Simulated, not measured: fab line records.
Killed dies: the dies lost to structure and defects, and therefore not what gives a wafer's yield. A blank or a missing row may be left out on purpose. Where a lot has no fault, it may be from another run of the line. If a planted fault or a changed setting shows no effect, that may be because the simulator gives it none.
Which of the tools did it?    flow sky130    10 lots with 30 wafers sampled at 6 steps, on a route of 708 steps

## WHAT THE GAUGES SHOWED, per wafer
SKY_CAPM_RS_MEAS_03: measures by four-point-probe. Usual: for CAPM_TIN_RS the level is 6.89 ohm/sq and the standard deviation is 0.069.
lot   measured      on            CAPM_TIN_RS (ohm/sq)  flag
L320  day 37 05:49  filmMetro-04  6.90 6.87 6.97        
L322  day 37 17:25  filmMetro-02  6.88 6.88 6.84        
L321  day 37 18:47  filmMetro-02  6.86 6.87 6.88        
L323  day 38 03:08  filmMetro-02  6.81 6.86 6.81        
L332  day 40 18:47  filmMetro-01  6.80 6.74 6.79        
L335  day 41 15:32  filmMetro-04  9.04 8.99 8.96        OFF
L337  day 42 07:35  filmMetro-01  9.05 8.88 8.88        OFF
L338  day 42 10:00  filmMetro-01  6.75 6.88 6.76        
L339  day 42 10:10  filmMetro-01  6.93 6.87 6.92        
L341  day 43 03:33  filmMetro-02  6.96 6.88 6.88        

SKY_CAPM_THK_MEAS_04: measures by xrf. Usual: for CAPM_TIN_THK the level is 200.7 nm and the standard deviation is 2.2.
lot   measured      on            CAPM_TIN_THK (nm)  flag
L320  day 37 05:56  filmMetro-04  201.1 201.3 197.8  
L322  day 37 17:31  filmMetro-02  203.1 203.6 204.1  
L321  day 37 18:55  filmMetro-02  203.6 204.7 202.9  
L323  day 38 03:16  filmMetro-02  204.3 201.7 203.9  
L332  day 40 18:53  filmMetro-01  201.3 202.9 200.6  
L335  day 41 15:39  filmMetro-04  154.5 155.3 155.8  OFF
L337  day 42 07:42  filmMetro-01  152.6 156.3 155.6  OFF
L338  day 42 10:07  filmMetro-01  203.9 199.5 203.0  
L339  day 42 10:17  filmMetro-01  198.8 200.1 198.3  
L341  day 43 03:40  filmMetro-02  199.5 200.4 202.8  

## WHAT TOOL EACH LOT RAN ON (gives the tool, then ch and the chambers of the sampled wafers, and finally the start)
lot   SKY_CONTACT_CVD_24            SKY_METAL1_SPUTTER_00        SKY_METAL3_SPUTTER_04        SKY_CAPM_SPUTTER_02
L320  cvdW-01 ch 0,1, day 32 14:17  pvdSputter-04, day 32 14:53  pvdSputter-04, day 37 05:35  pvdSputter-03, day 37 05:43
L322  cvdW-01 ch 0,1, day 33 00:33  pvdSputter-04, day 33 01:06  pvdSputter-02, day 37 17:07  pvdSputter-03, day 37 17:16
L321  cvdW-01 ch 0,1, day 33 02:56  pvdSputter-04, day 33 03:32  pvdSputter-02, day 37 18:33  pvdSputter-03, day 37 18:41
L323  cvdW-02 ch 1, day 33 11:17    pvdSputter-02, day 33 11:52  pvdSputter-02, day 38 02:54  pvdSputter-04, day 38 03:02
L332  cvdW-02 ch 1, day 36 09:28    pvdSputter-02, day 36 10:04  pvdSputter-04, day 40 18:31  pvdSputter-03, day 40 18:40
L335  cvdW-01 ch 0,1, day 37 03:30  pvdSputter-02, day 37 04:05  pvdSputter-04, day 41 15:17  pvdSputter-03, day 41 15:25
L337  cvdW-02 ch 0,1, day 37 19:13  pvdSputter-02, day 37 19:49  pvdSputter-04, day 42 07:20  pvdSputter-03, day 42 07:28
L338  cvdW-02 ch 1, day 37 21:55    pvdSputter-02, day 37 22:30  pvdSputter-02, day 42 09:34  pvdSputter-02, day 42 09:52
L339  cvdW-01 ch 0,1, day 38 00:46  pvdSputter-02, day 38 01:22  pvdSputter-04, day 42 09:51  pvdSputter-04, day 42 09:59
L341  cvdW-01 ch 0,1, day 38 20:17  pvdSputter-02, day 38 20:56  pvdSputter-02, day 43 03:18  pvdSputter-04, day 43 03:26
- SKY_CONTACT_CVD_24: deposits W, target thk 340 nm, time 102.12 s.
- SKY_METAL1_SPUTTER_00: material Ti, target thk 15 nm, time 10 s.
- SKY_METAL3_SPUTTER_04: material TiN, target thk 70 nm, time 58.3 s.
- SKY_CAPM_SPUTTER_02: material TiN, target thk 200 nm, time 166.7 s.

## WHAT THE TOOLS THEMSELVES READ (means of the sampled wafers that have a number; where no wafer has one, the mark that the record gives instead)
SKY_CONTACT_CVD_24. Usual: 903 W for heaterPowerW, sd 71.
lot   tool     heaterPowerW (W)  flag
L320  cvdW-01  829               
L322  cvdW-01  854               
L321  cvdW-01  835               
L323  cvdW-02  924               
L332  cvdW-02  942               
L335  cvdW-01  843               
L337  cvdW-02  988               
L338  cvdW-02  927               
L339  cvdW-01  840               
L341  cvdW-01  841               

SKY_METAL1_SPUTTER_00. Usual: cathodeDcPowerW 3000.0 W, standard deviation 0.48; throttleValvePct 29.8 %, standard deviation 0.8.
lot   tool           cathodeDcPowerW (W)  throttleValvePct (%)  flag
L320  pvdSputter-04  3000.0               30.3                  
L322  pvdSputter-04  3000.1               31.0                  
L321  pvdSputter-04  3000.1               30.2                  
L323  pvdSputter-02  3000.1               29.4                  
L332  pvdSputter-02  3000.0               29.3                  
L335  pvdSputter-02  2999.6               29.1                  
L337  pvdSputter-02  3000.1               29.4                  
L338  pvdSputter-02  2999.6               29.6                  
L339  pvdSputter-02  2999.7               29.5                  
L341  pvdSputter-02  3000.0               29.2                  

SKY_METAL3_SPUTTER_04. Usual: cathodeDcPowerW 6499.9 W, standard deviation 1.1; throttleValvePct 29.8 %, standard deviation 0.8.
lot   tool           cathodeDcPowerW (W)  throttleValvePct (%)  flag
L320  pvdSputter-04  6499.2               30.4                  
L322  pvdSputter-02  6499.5               29.4                  
L321  pvdSputter-02  6500.2               29.4                  
L323  pvdSputter-02  6500.4               29.2                  
L332  pvdSputter-04  6499.4               30.8                  
L335  pvdSputter-04  6500.1               30.1                  
L337  pvdSputter-04  6499.8               30.2                  
L338  pvdSputter-02  6499.8               29.6                  
L339  pvdSputter-04  6499.9               30.3                  
L341  pvdSputter-02  6498.5               29.1                  

SKY_CAPM_SPUTTER_02. Usual: cathodeDcPowerW 6500.1 W, standard deviation 1.1; throttleValvePct 30.6 %, standard deviation 0.93.
lot   tool           cathodeDcPowerW (W)  throttleValvePct (%)  flag
L320  pvdSputter-03  6500.6               31.0                  
L322  pvdSputter-03  6499.8               31.6                  
L321  pvdSputter-03  6500.3               31.3                  
L323  pvdSputter-04  6500.3               30.3                  
L332  pvdSputter-03  6500.7               31.2                  
L335  pvdSputter-03  5109.4               31.2                  OFF
L337  pvdSputter-03  5108.9               31.4                  OFF
L338  pvdSputter-02  6499.1               29.4                  
L339  pvdSputter-04  6500.2               29.6                  
L341  pvdSputter-04  6500.5               30.1                  

## THE ANSWER, worked out from the rows above alone
Rule: take the mean of a lot's wafers that have a number; if it is more than 3 standard deviations from the usual mean, the lot is off. A lot without any number at a reading at which 4 lots or more have one is off too. Where the step has rows for the other lots, those lots are counted as sound. First the gauges in route order, then the tools' own readings, where a lot's mean is used as printed above. The first step at which some lot is off is used, and at that step the reading that is off furthest; a lot without a number counts as furthest.
Off: L335, L337, seen at SKY_CAPM_RS_MEAS_03 (CAPM_TIN_RS).
A tool fits if, at a process step before that reading, it ran every lot that is off, and no sound lot after the first of them. The gauges at SKY_CAPM_RS_MEAS_03 aren't tried: what is off there is off at SKY_CAPM_SPUTTER_02 too, on other tools, and a gauge's error can't cause that. One candidate fits, namely pvdSputter-03 at SKY_CAPM_SPUTTER_02. A fault onset in the window from L332 (day 40 18:40, its last sound lot) to L335 (day 41 15:25, its first lot off) fits.
On the lots that are off, the tool's own readings at SKY_CAPM_SPUTTER_02 differ by more than 5 times the standard deviation of the sound lots' means, which bears it out; cathodeDcPowerW reads 5109.1 W there versus 6500.2 W on the sound lots.

## WHAT THE SIMULATOR HAD PUT IN
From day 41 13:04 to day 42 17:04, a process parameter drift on pvdSputter-03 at SKY_CAPM_SPUTTER_02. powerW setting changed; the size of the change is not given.
Lots struck among those shown: L335, L337. The rule given above showed the same thing.
